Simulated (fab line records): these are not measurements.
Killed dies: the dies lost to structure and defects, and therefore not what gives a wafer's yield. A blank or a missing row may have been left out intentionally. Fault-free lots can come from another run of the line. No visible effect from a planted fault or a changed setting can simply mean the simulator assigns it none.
Check of tool commonality + flow sky130 + Sample size 14 lots and 42 wafers

WHY THIS WAS OPENED
At SKY_SD_N_TW_MEAS_12 the reading SD_N_TW is flagged on 2 of 14 lots. Fault-free wafers read 3958, with a standard deviation of 22.
Rule: flag the lot when none of its wafers has a number, or when each of its wafers that has one lies beyond 4 standard deviations from that mean. The rest of the lots are taken to be sound.

| lot  | measured     | on            | SD_N_TW, wafer by wafer | flag    |
|------|--------------|---------------|-------------------------|---------|
| L866 | day 28 09:35 | film metro-04 | 3933 3952 3967          |         |
| L867 | day 28 14:57 | film metro-04 | 3951 3983 3974          |         |
| L869 | day 29 14:56 | film metro-01 | 3980 3983 3988          |         |
| L870 | day 29 19:35 | film metro-01 | 3962 3975 3980          |         |
| L872 | day 30 16:34 | film metro-02 | 3922 3933 3939          |         |
| L873 | day 30 19:31 | film metro-01 | 3962 3976 3972          |         |
| L874 | day 31 00:14 | film metro-02 | 3928 3941 3929          |         |
| L877 | day 31 22:31 | film metro-04 | 3932 3926 3960          |         |
| L882 | day 33 19:35 | film metro-04 | 30 30 30                | FLAGGED |
| L883 | day 33 22:11 | film metro-01 | 30 30 30                | FLAGGED |
| L884 | day 34 08:31 | film metro-01 | 3980 3978 3969          |         |
| L885 | day 34 13:23 | film metro-01 | 3962 3985 3989          |         |
| L887 | day 35 02:36 | film metro-02 | 3946 3944 3947          |         |
| L888 | day 36 02:20 | film metro-04 | 3933 3931 3921          |         |
Flagged lots average 30: -3928 relative to the usual, that is -99 or more standard deviations.

TOOL THAT RAN EACH LOT
The record holds 2 process steps before the reading, out of a route of 708 steps. Read each cell as the tool, then ch plus the chambers that the sampled wafers visited, then the start.
| lot  | flag    | SKY_RES_XHIGH_STRIP_08               | SKY_SD_N_STRIP_11                    |
|------|---------|--------------------------------------|--------------------------------------|
| L866 |         | plasma asher-02 ch 0,1, day 27 04:35 | plasma asher-01 ch 0,1, day 28 09:29 |
| L867 |         | plasma asher-04 ch 0,1, day 27 09:14 | plasma asher-04 ch 0,1, day 28 14:51 |
| L869 |         | plasma asher-03 ch 0,1, day 28 10:11 | plasma asher-02 ch 0, day 29 14:50   |
| L870 |         | plasma asher-04 ch 0,1, day 28 15:26 | plasma asher-02 ch 0,1, day 29 19:29 |
| L872 |         | plasma asher-04 ch 0,1, day 29 11:37 | plasma asher-01 ch 0,1, day 30 16:28 |
| L873 |         | plasma asher-03 ch 0,1, day 29 15:26 | plasma asher-02 ch 0,1, day 30 19:25 |
| L874 |         | plasma asher-03 ch 0,1, day 29 20:23 | plasma asher-02 ch 0,1, day 31 00:08 |
| L877 |         | plasma asher-02 ch 0,1, day 30 19:49 | plasma asher-01 ch 0,1, day 31 22:25 |
| L882 | FLAGGED | plasma asher-04 ch 0, day 32 16:41   | plasma asher-04 ch 0,1, day 33 19:29 |
| L883 | FLAGGED | plasma asher-02 ch 0, day 32 18:56   | plasma asher-04 ch 0,1, day 33 22:05 |
| L884 |         | plasma asher-04 ch 0,1, day 33 05:55 | plasma asher-04 ch 0,1, day 34 08:25 |
| L885 |         | plasma asher-02 ch 0,1, day 33 10:23 | plasma asher-04 ch 0,1, day 34 13:17 |
| L887 |         | plasma asher-04 ch 0,1, day 34 00:26 | plasma asher-02 ch 0,1, day 35 02:30 |
| L888 |         | plasma asher-02 ch 0,1, day 34 23:08 | plasma asher-04 ch 0,1, day 36 02:14 |
What these steps do:
- SKY_RES_XHIGH_STRIP_08: strips in O2/N2.
- SKY_SD_N_STRIP_11: strips in O2/N2.
- SKY_SD_N_TW_MEAS_12

FLAGGED OVER TOTAL, TOOL BY TOOL (the gauges that took the reading come last)
| step                   | tool            | lots run | flagged | share of the flagged lots | sound lots run after its first flagged lot |
|------------------------|-----------------|----------|---------|---------------------------|--------------------------------------------|
| SKY_RES_XHIGH_STRIP_08 | plasma asher-02 | 5        | 1       | some                      | 2 (L885,L888)                              |
| SKY_RES_XHIGH_STRIP_08 | plasma asher-03 | 3        | 0       | none                      | -                                          |
| SKY_RES_XHIGH_STRIP_08 | plasma asher-04 | 6        | 1       | some                      | 2 (L884,L887)                              |
| SKY_SD_N_STRIP_11      | plasma asher-01 | 3        | 0       | none                      | -                                          |
| SKY_SD_N_STRIP_11      | plasma asher-02 | 5        | 0       | none                      | -                                          |
| SKY_SD_N_STRIP_11      | plasma asher-04 | 6        | 2       | all                       | 3 (L884,L885,L888)                         |
| SKY_SD_N_TW_MEAS_12    | film metro-01   | 6        | 1       | some                      | 2 (L884,L885)                              |
| SKY_SD_N_TW_MEAS_12    | film metro-02   | 3        | 0       | none                      | -                                          |
| SKY_SD_N_TW_MEAS_12    | film metro-04   | 5        | 1       | some                      | 1 (L888)                                   |

WHAT THE TABLE PERMITS
1 row of the table ran every flagged lot: plasma asher-04 at SKY_SD_N_STRIP_11.
- plasma asher-04 at SKY_SD_N_STRIP_11 ran 6 lots, 2 of them flagged. Sound lots followed the first flagged one (L884, L885, L888) on it, something a lasting fault affecting the whole tool could not allow. Its own readings (oes product au, strip time to endpoint s) fall more than 4 standard deviations out on all wafers of the flagged lots.
No row of the table ran every flagged lot and no sound lot after the first.

WHAT THE SIMULATOR HAD INSERTED
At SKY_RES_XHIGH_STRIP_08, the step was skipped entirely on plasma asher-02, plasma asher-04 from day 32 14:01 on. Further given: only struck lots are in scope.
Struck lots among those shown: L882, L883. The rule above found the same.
